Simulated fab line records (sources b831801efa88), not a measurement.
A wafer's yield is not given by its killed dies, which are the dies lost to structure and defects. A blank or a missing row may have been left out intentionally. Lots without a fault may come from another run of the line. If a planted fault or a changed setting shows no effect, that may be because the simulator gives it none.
fab line records :: flow sky130
[record]
  lots = 6
  wafers = 18
  last_day = 49
route steps=708 shown SONOS_TUNNEL@165 SONOS_ONO@168 PAD_OPEN@708
lots untouched by any fault: they come from a run of this same line in which no faults occurred
start_h: hours from the record's opening day to when the first of the lot's shown wafers began :: wait_h: time in hours since the lot's previous step :: " as in the row above :: L1.1+2: a single row standing in for several wafers :: - value missing, or start not given :: * or withheld: withheld :: < > ~ a bound
route shown NAME@n: names a module that has steps shown in the file, with the first one's number in the route :: usual: mean and standard deviation over wafers with no fault :: same: alike in all rows :: chamber/n: place in a boat :: sites: each site's reading :: _std_site: how widely they spread, as a standard deviation :: _edge_site: outer sites' mean less inner sites' :: radius_mm: how far each site lies from the wafer's centre :: mask NAME#n: copy n :: behind: the last tool/chamber to shape the wafer :: hold: why the lot went on hold/how many hours it stayed there/how the hold came to an end :: device: the transistor (n, p or np) that didn't switch :: end of line: at the end of the route, the tests of the same wafers :: a step given without rows: its recipe and nothing more :: killed: dies that structure and defects cost at the first sort, which is not the same as the wafer's yield :: map: the dies of a wafer, with x for killed, . for not killed, _ for no die there
set.NAME: the setting that was run; set.NAME@STEP: the one run at that earlier step :: model.NAME: the simulator's own value behind a step, which no gauge read
lots at selected steps of the route; one table per step, one row per wafer
[[steps]]
[step SKY_SONOS_TUNNEL_STRIP_11]
[recipe]
  chemistry = SPM
  time_s = 600
  temp_c = 130
[step SKY_SONOS_TUNNEL_TW_MEAS_12]
[usual]
  SONOS_TUNNEL_TW = 195.9/1.1
lot.wafer: L825.2
tool: film_metro-01
chamber: -
start_h: 295.43
wait_h: 0.0
SONOS_TUNNEL_TW: 195.3

lot.wafer: L825.3
tool: film_metro-01
chamber: -
start_h: 295.43
wait_h: 0.0
SONOS_TUNNEL_TW: 195.8

lot.wafer: L825.6
tool: film_metro-01
chamber: -
start_h: 295.43
wait_h: 0.0
SONOS_TUNNEL_TW: 195.5

lot.wafer: L826.4
tool: film_metro-01
chamber: -
start_h: 298.41
wait_h: 0.0
SONOS_TUNNEL_TW: 194.4

lot.wafer: L826.5
tool: film_metro-01
chamber: -
start_h: 298.41
wait_h: 0.0
SONOS_TUNNEL_TW: 194.9

lot.wafer: L826.6
tool: film_metro-01
chamber: -
start_h: 298.41
wait_h: 0.0
SONOS_TUNNEL_TW: 195.6

lot.wafer: L829.3
tool: film_metro-02
chamber: -
start_h: 324.14
wait_h: 0.0
SONOS_TUNNEL_TW: 194.8

lot.wafer: L829.4
tool: film_metro-02
chamber: -
start_h: 324.14
wait_h: 0.0
SONOS_TUNNEL_TW: 194.7

lot.wafer: L829.6
tool: film_metro-02
chamber: -
start_h: 324.14
wait_h: 0.0
SONOS_TUNNEL_TW: 194.2

lot.wafer: L837.1
tool: film_metro-03
chamber: -
start_h: 390.56
wait_h: 0.0
SONOS_TUNNEL_TW: 197.5

lot.wafer: L837.4
tool: film_metro-03
chamber: -
start_h: 390.56
wait_h: 0.0
SONOS_TUNNEL_TW: 196.9

lot.wafer: L837.5
tool: film_metro-03
chamber: -
start_h: 390.56
wait_h: 0.0
SONOS_TUNNEL_TW: 196.2

lot.wafer: L838.2
tool: film_metro-01
chamber: -
start_h: 405.45
wait_h: 0.0
SONOS_TUNNEL_TW: 195.5

lot.wafer: L838.3
tool: film_metro-01
chamber: -
start_h: 405.45
wait_h: 0.0
SONOS_TUNNEL_TW: 194.3

lot.wafer: L838.6
tool: film_metro-01
chamber: -
start_h: 405.45
wait_h: 0.0
SONOS_TUNNEL_TW: 194.2

lot.wafer: L840.1
tool: film_metro-01
chamber: -
start_h: 411.23
wait_h: 0.0
SONOS_TUNNEL_TW: 194.9

lot.wafer: L840.4
tool: film_metro-01
chamber: -
start_h: 411.23
wait_h: 0.0
SONOS_TUNNEL_TW: 194.3

lot.wafer: L840.5
tool: film_metro-01
chamber: -
start_h: 411.23
wait_h: 0.0
SONOS_TUNNEL_TW: 194.5
[step SKY_SONOS_TUNNEL_CLEAN_13]
[recipe]
  chemistry = dHF
  time_s = 20
  dilution = 100:1
  dry = ipa_marangoni
[step SKY_SONOS_ONO_OXIDATION_00]
[recipe]
  temp_c = 800
  ambient = O2
  idle_temp_c = 700
  ramp_up_c_per_min = 10
  ramp_down_c_per_min = 3
  stabilise_s = 600
  purge_s = 300
  target_thk_a = 26
  ox_time_s = 1249
[step SKY_SONOS_ONO_THK_MEAS_01]
[recipe]
  reads = SiO2_of_SONOS_ONO_OXIDATION_00
[usual]
  SONOS_ONO_OXIDATION_THK = 2.60/0.05
lot.wafer: L825.2
tool: film_metro-03
chamber: -
start_h: 296.85
wait_h: 0.0
SONOS_ONO_OXIDATION_THK[nm]: 2.60

lot.wafer: L825.3
tool: film_metro-03
chamber: -
start_h: 296.85
wait_h: 0.0
SONOS_ONO_OXIDATION_THK[nm]: 2.65

lot.wafer: L825.6
tool: film_metro-03
chamber: -
start_h: 296.85
wait_h: 0.0
SONOS_ONO_OXIDATION_THK[nm]: 2.60

lot.wafer: L826.4
tool: film_metro-02
chamber: -
start_h: 300.92
wait_h: 0.0
SONOS_ONO_OXIDATION_THK[nm]: 2.59

lot.wafer: L826.5
tool: film_metro-02
chamber: -
start_h: 300.92
wait_h: 0.0
SONOS_ONO_OXIDATION_THK[nm]: 2.54

lot.wafer: L826.6
tool: film_metro-02
chamber: -
start_h: 300.92
wait_h: 0.0
SONOS_ONO_OXIDATION_THK[nm]: 2.66

lot.wafer: L829.3
tool: film_metro-02
chamber: -
start_h: 325.56
wait_h: 0.0
SONOS_ONO_OXIDATION_THK[nm]: 2.55

lot.wafer: L829.4
tool: film_metro-02
chamber: -
start_h: 325.56
wait_h: 0.0
SONOS_ONO_OXIDATION_THK[nm]: 2.61

lot.wafer: L829.6
tool: film_metro-02
chamber: -
start_h: 325.56
wait_h: 0.0
SONOS_ONO_OXIDATION_THK[nm]: 2.51

lot.wafer: L837.1
tool: film_metro-02
chamber: -
start_h: 392.19
wait_h: 0.0
SONOS_ONO_OXIDATION_THK[nm]: 2.61

lot.wafer: L837.4
tool: film_metro-02
chamber: -
start_h: 392.19
wait_h: 0.0
SONOS_ONO_OXIDATION_THK[nm]: 2.57

lot.wafer: L837.5
tool: film_metro-02
chamber: -
start_h: 392.19
wait_h: 0.0
SONOS_ONO_OXIDATION_THK[nm]: 2.51

lot.wafer: L838.2
tool: film_metro-04
chamber: -
start_h: 408.47
wait_h: 0.0
SONOS_ONO_OXIDATION_THK[nm]: 2.67

lot.wafer: L838.3
tool: film_metro-04
chamber: -
start_h: 408.47
wait_h: 0.0
SONOS_ONO_OXIDATION_THK[nm]: 2.58

lot.wafer: L838.6
tool: film_metro-04
chamber: -
start_h: 408.47
wait_h: 0.0
SONOS_ONO_OXIDATION_THK[nm]: 2.62

lot.wafer: L840.1
tool: film_metro-03
chamber: -
start_h: 413.98
wait_h: 0.0
SONOS_ONO_OXIDATION_THK[nm]: 2.58

lot.wafer: L840.4
tool: film_metro-03
chamber: -
start_h: 413.98
wait_h: 0.0
SONOS_ONO_OXIDATION_THK[nm]: 2.66

lot.wafer: L840.5
tool: film_metro-03
chamber: -
start_h: 413.98
wait_h: 0.0
SONOS_ONO_OXIDATION_THK[nm]: 2.62
[step SKY_SONOS_ONO_CVD_02]
[recipe]
  material = Si3N4
  precursor = DCS/NH3
  target_thk_nm = 10.5
  temp_c = 770
  time_s = 180
  pressure_mtorr = 250
[step SKY_SONOS_ONO_THK_MEAS_03]
[recipe]
  reads = Si3N4_of_SONOS_ONO_CVD_02
[usual]
  SONOS_ONO_CVD_02_THK = 10.59/0.14
lot.wafer: L825.2
tool: film_metro-04
chamber: -
start_h: 299.54
wait_h: 0.0
SONOS_ONO_CVD_02_THK[nm]: 10.51

lot.wafer: L825.3
tool: film_metro-04
chamber: -
start_h: 299.54
wait_h: 0.0
SONOS_ONO_CVD_02_THK[nm]: 10.45

lot.wafer: L825.6
tool: film_metro-04
chamber: -
start_h: 299.54
wait_h: 0.0
SONOS_ONO_CVD_02_THK[nm]: 10.56

lot.wafer: L826.4
tool: film_metro-02
chamber: -
start_h: 302.03
wait_h: 0.0
SONOS_ONO_CVD_02_THK[nm]: 10.53

lot.wafer: L826.5
tool: film_metro-02
chamber: -
start_h: 302.03
wait_h: 0.0
SONOS_ONO_CVD_02_THK[nm]: 10.77

lot.wafer: L826.6
tool: film_metro-02
chamber: -
start_h: 302.03
wait_h: 0.0
SONOS_ONO_CVD_02_THK[nm]: 10.49

lot.wafer: L829.3
tool: film_metro-03
chamber: -
start_h: 326.67
wait_h: 0.0
SONOS_ONO_CVD_02_THK[nm]: 10.49

lot.wafer: L829.4
tool: film_metro-03
chamber: -
start_h: 326.67
wait_h: 0.0
SONOS_ONO_CVD_02_THK[nm]: 10.45

lot.wafer: L829.6
tool: film_metro-03
chamber: -
start_h: 326.67
wait_h: 0.0
SONOS_ONO_CVD_02_THK[nm]: 10.46

lot.wafer: L837.1
tool: film_metro-03
chamber: -
start_h: 396.06
wait_h: 0.0
SONOS_ONO_CVD_02_THK[nm]: 10.85

lot.wafer: L837.4
tool: film_metro-03
chamber: -
start_h: 396.06
wait_h: 0.0
SONOS_ONO_CVD_02_THK[nm]: 10.91

lot.wafer: L837.5
tool: film_metro-03
chamber: -
start_h: 396.06
wait_h: 0.0
SONOS_ONO_CVD_02_THK[nm]: 10.89

lot.wafer: L838.2
tool: film_metro-03
chamber: -
start_h: 409.58
wait_h: 0.0
SONOS_ONO_CVD_02_THK[nm]: 10.44

lot.wafer: L838.3
tool: film_metro-03
chamber: -
start_h: 409.58
wait_h: 0.0
SONOS_ONO_CVD_02_THK[nm]: 10.78

lot.wafer: L838.6
tool: film_metro-03
chamber: -
start_h: 409.58
wait_h: 0.0
SONOS_ONO_CVD_02_THK[nm]: 10.53

lot.wafer: L840.1
tool: film_metro-04
chamber: -
start_h: 415.62
wait_h: 0.0
SONOS_ONO_CVD_02_THK[nm]: 10.90

lot.wafer: L840.4
tool: film_metro-04
chamber: -
start_h: 415.62
wait_h: 0.0
SONOS_ONO_CVD_02_THK[nm]: 10.85

lot.wafer: L840.5
tool: film_metro-04
chamber: -
start_h: 415.62
wait_h: 0.0
SONOS_ONO_CVD_02_THK[nm]: 10.78
[step SKY_SONOS_ONO_CVD_04]
[recipe]
  material = SiO2
  precursor = SiH4/N2O
  target_thk_nm = 5.7199
  temp_c = 900
  pressure_mtorr = 400
[step SKY_SONOS_ONO_THK_MEAS_05]
[recipe]
  reads = SiO2_of_SONOS_ONO_CVD_04
[usual]
  SONOS_ONO_CVD_04_THK = 5.76/0.096
lot.wafer: L825.2
tool: film_metro-04
chamber: -
start_h: 300.85
wait_h: 0.0
SONOS_ONO_CVD_04_THK[nm]: 5.88

lot.wafer: L825.3
tool: film_metro-04
chamber: -
start_h: 300.85
wait_h: 0.0
SONOS_ONO_CVD_04_THK[nm]: 5.82

lot.wafer: L825.6
tool: film_metro-04
chamber: -
start_h: 300.85
wait_h: 0.0
SONOS_ONO_CVD_04_THK[nm]: 5.84

lot.wafer: L826.4
tool: film_metro-04
chamber: -
start_h: 303.34
wait_h: 0.0
SONOS_ONO_CVD_04_THK[nm]: 5.80

lot.wafer: L826.5
tool: film_metro-04
chamber: -
start_h: 303.34
wait_h: 0.0
SONOS_ONO_CVD_04_THK[nm]: 5.91

lot.wafer: L826.6
tool: film_metro-04
chamber: -
start_h: 303.34
wait_h: 0.0
SONOS_ONO_CVD_04_THK[nm]: 5.86

lot.wafer: L829.3
tool: film_metro-02
chamber: -
start_h: 327.98
wait_h: 0.0
SONOS_ONO_CVD_04_THK[nm]: 5.56

lot.wafer: L829.4
tool: film_metro-02
chamber: -
start_h: 327.98
wait_h: 0.0
SONOS_ONO_CVD_04_THK[nm]: 5.63

lot.wafer: L829.6
tool: film_metro-02
chamber: -
start_h: 327.98
wait_h: 0.0
SONOS_ONO_CVD_04_THK[nm]: 5.64

lot.wafer: L837.1
tool: film_metro-04
chamber: -
start_h: 397.37
wait_h: 0.0
SONOS_ONO_CVD_04_THK[nm]: 5.91

lot.wafer: L837.4
tool: film_metro-04
chamber: -
start_h: 397.37
wait_h: 0.0
SONOS_ONO_CVD_04_THK[nm]: 5.99

lot.wafer: L837.5
tool: film_metro-04
chamber: -
start_h: 397.37
wait_h: 0.0
SONOS_ONO_CVD_04_THK[nm]: 5.96

lot.wafer: L838.2
tool: film_metro-02
chamber: -
start_h: 410.89
wait_h: 0.0
SONOS_ONO_CVD_04_THK[nm]: 5.74

lot.wafer: L838.3
tool: film_metro-02
chamber: -
start_h: 410.89
wait_h: 0.0
SONOS_ONO_CVD_04_THK[nm]: 5.74

lot.wafer: L838.6
tool: film_metro-02
chamber: -
start_h: 410.89
wait_h: 0.0
SONOS_ONO_CVD_04_THK[nm]: 5.78

lot.wafer: L840.1
tool: film_metro-03
chamber: -
start_h: 416.93
wait_h: 0.0
SONOS_ONO_CVD_04_THK[nm]: 5.83

lot.wafer: L840.4
tool: film_metro-03
chamber: -
start_h: 416.93
wait_h: 0.0
SONOS_ONO_CVD_04_THK[nm]: 5.88

lot.wafer: L840.5
tool: film_metro-03
chamber: -
start_h: 416.93
wait_h: 0.0
SONOS_ONO_CVD_04_THK[nm]: 5.98
[step SKY_SONOS_ONO_DEHYDRATE_06]
[recipe]
  temp_c = 200
  time_s = 60
[step SKY_SONOS_ONO_HMDS_07]
[recipe]
  prime_time_s = 60
  prime_temp_c = 120
[step SKY_SONOS_ONO_COAT_08]
[recipe]
  resist = NOVOLAK
  spin_rpm = 3000
  resist_thk_nm = 1140
[step SKY_SONOS_ONO_SOFTBAKE_09]
[recipe]
  temp_c = 90
  time_s = 60
  resist = NOVOLAK
[usual]
  exhaust_pa = 44.9/0.77
  heater_power_total_W = 56.59/0.047
  plate_temp_C = 89.98/0.13
  run_length_s = 89.30/0.26
lot.wafer: L825.2
tool: litho_track-03
chamber: 0
start_h: 313.02
wait_h: 0.1
exhaust_pa: 46.5
heater_power_total_W: 56.58
plate_temp_C: 90.36
run_length_s: 89.39

lot.wafer: L825.3
tool: litho_track-03
chamber: 0
start_h: 313.02
wait_h: 0.1
exhaust_pa: 45.1
heater_power_total_W: 56.59
plate_temp_C: 90.22
run_length_s: 89.00

lot.wafer: L825.6
tool: litho_track-03
chamber: 0
start_h: 313.02
wait_h: 0.1
exhaust_pa: 46.3
heater_power_total_W: 56.59
plate_temp_C: 90.28
run_length_s: 89.02

lot.wafer: L826.4
tool: litho_track-04
chamber: 0
start_h: 316.04
wait_h: 0.1
exhaust_pa: 44.2
heater_power_total_W: 56.58
plate_temp_C: 90.02
run_length_s: 88.97

lot.wafer: L826.5
tool: litho_track-04
chamber: 0
start_h: 316.04
wait_h: 0.1
exhaust_pa: 45.3
heater_power_total_W: 56.58
plate_temp_C: 90.33
run_length_s: 89.10

lot.wafer: L826.6
tool: litho_track-04
chamber: 0
start_h: 316.04
wait_h: 0.1
exhaust_pa: 44.7
heater_power_total_W: 56.66
plate_temp_C: 89.91
run_length_s: 89.10

lot.wafer: L829.3
tool: litho_track-01
chamber: 0
start_h: 340.51
wait_h: 0.1
exhaust_pa: 44.7
heater_power_total_W: 56.58
plate_temp_C: 90.08
run_length_s: 89.55

lot.wafer: L829.4
tool: litho_track-01
chamber: 0
start_h: 340.51
wait_h: 0.1
exhaust_pa: 43.9
heater_power_total_W: 56.53
plate_temp_C: 90.13
run_length_s: 89.59

lot.wafer: L829.6
tool: litho_track-01
chamber: 0
start_h: 340.51
wait_h: 0.1
exhaust_pa: 45.6
heater_power_total_W: 56.65
plate_temp_C: 90.05
run_length_s: 89.72

lot.wafer: L837.1
tool: litho_track-04
chamber: 0
start_h: 408.96
wait_h: 0.1
exhaust_pa: 43.6
heater_power_total_W: 57.32
plate_temp_C: -
run_length_s: 87.06

lot.wafer: L837.4
tool: litho_track-04
chamber: 0
start_h: 408.96
wait_h: 0.1
exhaust_pa: 44.7
heater_power_total_W: 56.60
plate_temp_C: 90.04
run_length_s: 89.07

lot.wafer: L837.5
tool: litho_track-04
chamber: 0
start_h: 408.96
wait_h: 0.1
exhaust_pa: 45.1
heater_power_total_W: 57.17
plate_temp_C: -
run_length_s: 87.06

lot.wafer: L838.2
tool: litho_track-04
chamber: 0
start_h: 426.73
wait_h: 0.1
exhaust_pa: 44.8
heater_power_total_W: 57.33
plate_temp_C: -
run_length_s: 87.01

lot.wafer: L838.3
tool: litho_track-04
chamber: 0
start_h: 426.73
wait_h: 0.1
exhaust_pa: 44.7
heater_power_total_W: 56.62
plate_temp_C: 89.92
run_length_s: 89.05

lot.wafer: L838.6
tool: litho_track-04
chamber: 0
start_h: 426.73
wait_h: 0.1
exhaust_pa: 45.3
heater_power_total_W: 56.61
plate_temp_C: 89.86
run_length_s: 88.93

lot.wafer: L840.1
tool: litho_track-01
chamber: 0
start_h: 432.40
wait_h: 0.1
exhaust_pa: 45.2
heater_power_total_W: 56.56
plate_temp_C: 89.85
run_length_s: 89.47

lot.wafer: L840.4
tool: litho_track-01
chamber: 0
start_h: 432.40
wait_h: 0.1
exhaust_pa: 44.7
heater_power_total_W: 56.51
plate_temp_C: 90.10
run_length_s: 89.53

lot.wafer: L840.5
tool: litho_track-01
chamber: 0
start_h: 432.40
wait_h: 0.1
exhaust_pa: 44.0
heater_power_total_W: 56.56
plate_temp_C: 89.89
run_length_s: 89.48
[step SKY_SONOS_ONO_EXPOSE_10]
[recipe]
  mask_id = ONOM
  target_cd_nm = 410
  na = 0.6
  source_shape = conventional
  sigma_outer = 0.6
  dose_mj = 150
[step SKY_PAD_OPEN_PROBE_99]
[usual]
  killed_at_M0_to_M3 = 43/6.8
  killed_at_M4_up = 3.2/1.7
  killed_at_contacts = 24/5.7
  killed_at_front_end = 16/4.3
  killed_at_other = 0.3/0.56
  killed_dies = 86/9.5
  killed_open = 47/6.9
  killed_short = 39/5.8
[same]
  gross_dies = 492
  killed_at_back_side = 0
lot.wafer: L826.4
tool: prober-01
chamber: -
start_h: 1110.38
wait_h: 0.2
killed_at_M0_to_M3: 43
killed_at_M4_up: 3
killed_at_contacts: 25
killed_at_front_end: 9
killed_at_other: 0
killed_dies: 80
killed_open: 47
killed_short: 33

lot.wafer: L826.5
tool: prober-01
chamber: -
start_h: 1110.43
wait_h: 0.2
killed_at_M0_to_M3: 34
killed_at_M4_up: 2
killed_at_contacts: 25
killed_at_front_end: 18
killed_at_other: 0
killed_dies: 79
killed_open: 44
killed_short: 35

lot.wafer: L826.6
tool: prober-01
chamber: -
start_h: 1110.48
wait_h: 0.2
killed_at_M0_to_M3: 36
killed_at_M4_up: 4
killed_at_contacts: 21
killed_at_front_end: 15
killed_at_other: 0
killed_dies: 76
killed_open: 36
killed_short: 39

lot.wafer: L825.2
tool: prober-02
chamber: -
start_h: 1111.78
wait_h: 0.1
killed_at_M0_to_M3: 42
killed_at_M4_up: 3
killed_at_contacts: 25
killed_at_front_end: 12
killed_at_other: 0
killed_dies: 82
killed_open: 47
killed_short: 35

lot.wafer: L825.3
tool: prober-02
chamber: -
start_h: 1111.83
wait_h: 0.2
killed_at_M0_to_M3: 34
killed_at_M4_up: 2
killed_at_contacts: 30
killed_at_front_end: 11
killed_at_other: 0
killed_dies: 77
killed_open: 42
killed_short: 35

lot.wafer: L825.6
tool: prober-02
chamber: -
start_h: 1111.98
wait_h: 0.2
killed_at_M0_to_M3: 41
killed_at_M4_up: 4
killed_at_contacts: 24
killed_at_front_end: 11
killed_at_other: 1
killed_dies: 81
killed_open: 41
killed_short: 40

lot.wafer: L829.3
tool: prober-01
chamber: -
start_h: 1129.77
wait_h: 0.2
killed_at_M0_to_M3: 49
killed_at_M4_up: 8
killed_at_contacts: 10
killed_at_front_end: 8
killed_at_other: 0
killed_dies: 75
killed_open: 36
killed_short: 38

lot.wafer: L829.4
tool: prober-01
chamber: -
start_h: 1129.82
wait_h: 0.2
killed_at_M0_to_M3: 44
killed_at_M4_up: 5
killed_at_contacts: 25
killed_at_front_end: 12
killed_at_other: 1
killed_dies: 87
killed_open: 45
killed_short: 39

lot.wafer: L829.6
tool: prober-01
chamber: -
start_h: 1129.92
wait_h: 0.2
killed_at_M0_to_M3: 31
killed_at_M4_up: 1
killed_at_contacts: 18
killed_at_front_end: 15
killed_at_other: 0
killed_dies: 65
killed_open: 36
killed_short: 29

lot.wafer: L837.1
tool: prober-01
chamber: -
start_h: 1176.46
wait_h: 0.1
killed_at_M0_to_M3: 41
killed_at_M4_up: 1
killed_at_contacts: 20
killed_at_front_end: 15
killed_at_other: 0
killed_dies: 77
killed_open: 50
killed_short: 26

lot.wafer: L837.4
tool: prober-01
chamber: -
start_h: 1176.61
wait_h: 0.2
killed_at_M0_to_M3: 45
killed_at_M4_up: 4
killed_at_contacts: 27
killed_at_front_end: 23
killed_at_other: 0
killed_dies: 99
killed_open: 48
killed_short: 50

lot.wafer: L837.5
tool: prober-01
chamber: -
start_h: 1176.66
wait_h: 0.2
killed_at_M0_to_M3: 64
killed_at_M4_up: 6
killed_at_contacts: 18
killed_at_front_end: 23
killed_at_other: 0
killed_dies: 111
killed_open: 62
killed_short: 48

lot.wafer: L838.2
tool: prober-02
chamber: -
start_h: 1185.32
wait_h: 0.1
killed_at_M0_to_M3: 40
killed_at_M4_up: 3
killed_at_contacts: 32
killed_at_front_end: 23
killed_at_other: 1
killed_dies: 99
killed_open: 56
killed_short: 42

lot.wafer: L838.3
tool: prober-02
chamber: -
start_h: 1185.37
wait_h: 0.2
killed_at_M0_to_M3: 45
killed_at_M4_up: 3
killed_at_contacts: 25
killed_at_front_end: 19
killed_at_other: 0
killed_dies: 92
killed_open: 49
killed_short: 43

lot.wafer: L838.6
tool: prober-02
chamber: -
start_h: 1185.52
wait_h: 0.2
killed_at_M0_to_M3: 47
killed_at_M4_up: 5
killed_at_contacts: 27
killed_at_front_end: 19
killed_at_other: 0
killed_dies: 98
killed_open: 54
killed_short: 44

lot.wafer: L840.1
tool: prober-01
chamber: -
start_h: 1186.83
wait_h: 0.1
killed_at_M0_to_M3: 44
killed_at_M4_up: 2
killed_at_contacts: 23
killed_at_front_end: 15
killed_at_other: 2
killed_dies: 86
killed_open: 48
killed_short: 38

lot.wafer: L840.4
tool: prober-01
chamber: -
start_h: 1186.98
wait_h: 0.2
killed_at_M0_to_M3: 42
killed_at_M4_up: 1
killed_at_contacts: 25
killed_at_front_end: 11
killed_at_other: 1
killed_dies: 80
killed_open: 42
killed_short: 37

lot.wafer: L840.5
tool: prober-01
chamber: -
start_h: 1187.03
wait_h: 0.2
killed_at_M0_to_M3: 49
killed_at_M4_up: 3
killed_at_contacts: 22
killed_at_front_end: 15
killed_at_other: 0
killed_dies: 89
killed_open: 49
killed_short: 40
// killed by level:class
L826.4 VIA1:geometric_particle:open=11 VIA3:geometric_particle:open=9 VIA1:geometric_particle:short=9 CONTACT:geometric_particle:open=7 LI_CONTACT:geometric_particle:open=6 CONTACT:geometric_particle:short=5 LOCAL_INTERCONNECT:geometric_particle:short=4 VIA2:geometric_particle:open=4
L826.5 LI_CONTACT:geometric_particle:open=7 VIA1:geometric_particle:open=7 CONTACT:geometric_particle:open=6 VIA3:geometric_particle:open=6 CONTACT:geometric_particle:short=5 LOCAL_INTERCONNECT:geometric_particle:short=5 VIA2:geometric_particle:open=5 METAL2:geometric_particle:short=4
L826.6 VIA1:geometric_particle:open=7 CONTACT:geometric_particle:open=6 LI_CONTACT:geometric_particle:open=5 CONTACT:geometric_particle:short=5 VIA2:geometric_particle:open=5 FIELD_ISO:geometric_particle:short=4 METAL1:geometric_particle:short=4 VIA3:geometric_particle:open=4
L825.2 CONTACT:geometric_particle:open=13 VIA1:geometric_particle:open=10 VIA2:geometric_particle:open=6 METAL1:geometric_particle:short=6 LI_CONTACT:geometric_particle:open=5 VIA3:geometric_particle:open=5 FIELD_ISO:geometric_particle:open=4 METAL3:geometric_particle:short=4
L825.3 CONTACT:geometric_particle:open=12 LI_CONTACT:geometric_particle:open=8 CONTACT:geometric_particle:short=5 VIA2:geometric_particle:open=5 VIA1:geometric_particle:short=4 VIA2:geometric_particle:short=4 VIA3:geometric_particle:open=4 FIELD_ISO:geometric_particle:open=3
L825.6 CONTACT:geometric_particle:open=11 VIA1:geometric_particle:open=8 LI_CONTACT:geometric_particle:open=6 VIA1:geometric_particle:short=6 FIELD_ISO:geometric_particle:short=5 METAL2:geometric_particle:short=5 VIA2:geometric_particle:short=5 CONTACT:geometric_particle:short=4
L829.3 METAL2:geometric_particle:short=15 VIA1:geometric_particle:open=8 VIA3:geometric_particle:open=7 METAL1:geometric_particle:short=6 METAL4:geometric_particle:short=6 VIA2:geometric_particle:open=5 LI_CONTACT:geometric_particle:short=4 LI_CONTACT:geometric_particle:open=4
L829.4 VIA1:geometric_particle:open=11 LI_CONTACT:geometric_particle:open=10 VIA2:geometric_particle:open=6 LOCAL_INTERCONNECT:geometric_particle:short=6 METAL2:geometric_particle:short=5 CONTACT:geometric_particle:short=5 METAL1:geometric_particle:short=5 VIA1:geometric_particle:short=5
L829.6 LI_CONTACT:geometric_particle:open=8 VIA3:geometric_particle:open=7 METAL1:geometric_particle:short=6 VIA1:geometric_particle:open=5 LOCAL_INTERCONNECT:geometric_particle:short=4 CONTACT:geometric_particle:open=4 METAL2:geometric_particle:short=4 FIELD_ISO:geometric_particle:short=3
L837.1 VIA1:geometric_particle:open=17 CONTACT:geometric_particle:open=8 LI_CONTACT:geometric_particle:open=7 VIA2:geometric_particle:open=5 POLY_GATE:geometric_particle:short=4 VIA1:geometric_particle:short=4 METAL2:geometric_particle:short=4 POLY_GATE:geometric_particle:open=3
L837.4 VIA1:geometric_particle:open=12 VIA1:geometric_particle:short=10 CONTACT:geometric_particle:open=9 LI_CONTACT:geometric_particle:open=7 POLY_GATE:geometric_particle:open=6 VIA2:geometric_particle:open=5 POLY_GATE:geometric_particle:short=4 LI_CONTACT:geometric_particle:short=4
L837.5 VIA1:geometric_particle:open=15 VIA3:geometric_particle:open=12 VIA1:geometric_particle:short=8 VIA2:geometric_particle:open=8 FIELD_ISO:geometric_particle:open=7 METAL2:geometric_particle:short=7 FIELD_ISO:geometric_particle:short=6 CONTACT:geometric_particle:open=6
L838.2 CONTACT:geometric_particle:open=15 LI_CONTACT:geometric_particle:open=10 VIA1:geometric_particle:open=9 FIELD_ISO:geometric_particle:short=8 METAL1:geometric_particle:short=6 POLY_GATE:geometric_particle:open=5 FIELD_ISO:geometric_particle:open=4 VIA1:geometric_particle:short=4
L838.3 LI_CONTACT:geometric_particle:open=8 CONTACT:geometric_particle:open=8 VIA3:geometric_particle:open=8 POLY_GATE:geometric_particle:short=6 METAL2:geometric_particle:short=6 VIA1:geometric_particle:open=6 FIELD_ISO:geometric_particle:open=5 METAL1:geometric_particle:short=5
L838.6 VIA3:geometric_particle:open=14 CONTACT:geometric_particle:open=12 VIA2:geometric_particle:short=7 FIELD_ISO:geometric_particle:open=6 POLY_GATE:geometric_particle:short=6 LI_CONTACT:geometric_particle:open=5 LOCAL_INTERCONNECT:geometric_particle:short=5 METAL1:geometric_particle:short=5
L840.1 VIA1:geometric_particle:open=10 VIA3:geometric_particle:open=8 CONTACT:geometric_particle:open=7 LI_CONTACT:geometric_particle:open=6 VIA2:geometric_particle:open=5 FIELD_ISO:geometric_particle:open=5 METAL1:geometric_particle:short=5 VIA1:geometric_particle:short=5
L840.4 CONTACT:geometric_particle:open=9 VIA1:geometric_particle:short=8 VIA2:geometric_particle:open=7 CONTACT:geometric_particle:short=6 METAL2:geometric_particle:short=6 VIA1:geometric_particle:open=6 VIA3:geometric_particle:open=6 POLY_GATE:geometric_particle:open=4
L840.5 VIA1:geometric_particle:open=11 VIA3:geometric_particle:open=7 LOCAL_INTERCONNECT:geometric_particle:short=6 POLY_GATE:geometric_particle:open=5 LI_CONTACT:geometric_particle:open=5 VIA2:geometric_particle:open=5 CONTACT:geometric_particle:open=5 VIA1:geometric_particle:short=5
[[key]]
[first_sign]
  step = SKY_SONOS_ONO_SOFTBAKE_09
  reading = heater_power_total_W
  direction = up
  sigmas = 15
  usual = *
  struck = *
[effect]
  step = SKY_SONOS_ONO_SOFTBAKE_09
  reading = run_length_s
  direction = down
  sigmas = 8.6
  usual = *
  struck = *
met_at SKY_SONOS_ONO_SOFTBAKE_09
struck_wafers L837.1,L837.5,L838.2
tester_left_out L837,L838
onset_between 316.04 408.96
[fault]
  kind = process_parameter_drift
  tool = litho_track-04
  chamber = -
  onset_h = 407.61
  steps = SKY_SONOS_ONO_SOFTBAKE_09
  channel = time_s
  offset = *
  shape = step
  end_h = 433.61
  scope = struck_wafers_only
  acts_in = *
  stated = *
// tester_left_out: of these lots the tester's yield and bins aren't shown, on N5 and GAA mostly nor the transistor test; their killed dies are dies lost to structure and defects alone, not to doping, threshold or leakage, so they don't give the yield
